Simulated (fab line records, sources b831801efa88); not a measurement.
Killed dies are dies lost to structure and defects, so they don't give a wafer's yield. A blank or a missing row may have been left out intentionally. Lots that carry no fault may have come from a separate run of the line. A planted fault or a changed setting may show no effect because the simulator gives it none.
Matching of chambers + flow gf180mcu + cmp-01 running GF_V5_CMP_04: 4 sister chambers
The step polishes SiO2. 7 wafers are shown with their chamber, then 7 later ones without.

## WAFERS WITH THEIR CHAMBER
| wafer  | chamber | motorCurrentA (A) | platenRpm (rpm) |
|--------|---------|-------------------|-----------------|
| L566.1 | 2       | 12.3              | 59.98           |
| L567.5 | 3       | 11.6              | 60.07           |
| L567.6 | 2       | 11.8              | 60.07           |
| L569.2 | 1       | 14.2              | 59.95           |
| L569.5 | 0       | 12.5              | 60.00           |
| L570.1 | 0       | 12.4              | 60.05           |
| L570.2 | 1       | 12.7              | 59.94           |

## WAFERS WHOSE CHAMBER IS MISSING
| wafer  | motorCurrentA (A) | platenRpm (rpm) |
|--------|-------------------|-----------------|
| L570.5 | 11.5              | 59.99           |
| L571.2 | 12.6              | 60.06           |
| L571.5 | 12.4              | 60.01           |
| L571.6 | 12.9              | 60.00           |
| L574.1 | 11.3              | 60.05           |
| L574.2 | 12.0              | 59.96           |
| L574.3 | 13.2              | 59.97           |

## CHAMBER TAKEN BY EACH
| wafer  | from the rows above               | in truth |
|--------|-----------------------------------|----------|
| L570.5 | can't be placed: 2 or 0 or 3      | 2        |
| L571.2 | can't be placed: 0 or 2 or 3      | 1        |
| L571.5 | can't be placed: 0 or 2 or 3 or 1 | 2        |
| L571.6 | can't be placed: 0 or 2 or 1 or 3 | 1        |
| L574.1 | can't be placed: 3 or 2 or 0      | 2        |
| L574.2 | can't be placed: 2 or 0 or 1 or 3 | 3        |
| L574.3 | can't be placed: 1 or 0 or 2      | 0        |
0 of 7 placed correctly. From these rows, 7 cannot be placed; in 6 the true chamber is one of the candidates. 0 placed wrongly.
How it was worked out, from the rows above alone: a wafer's distance from a chamber is the root of the sum, over the readings, of the square of ((its reading less the chamber's mean) divided by the reading's scatter). If the next closest chamber is less than 2 further off than the closest, the wafer can't be placed; otherwise it belongs to the closest. The mean given for a chamber averages the wafers shown for that chamber. How the scatter is found: for the shown wafers, subtract from each reading the mean of its chamber, square and add these, divide the total by (wafers less chambers), then take the root.
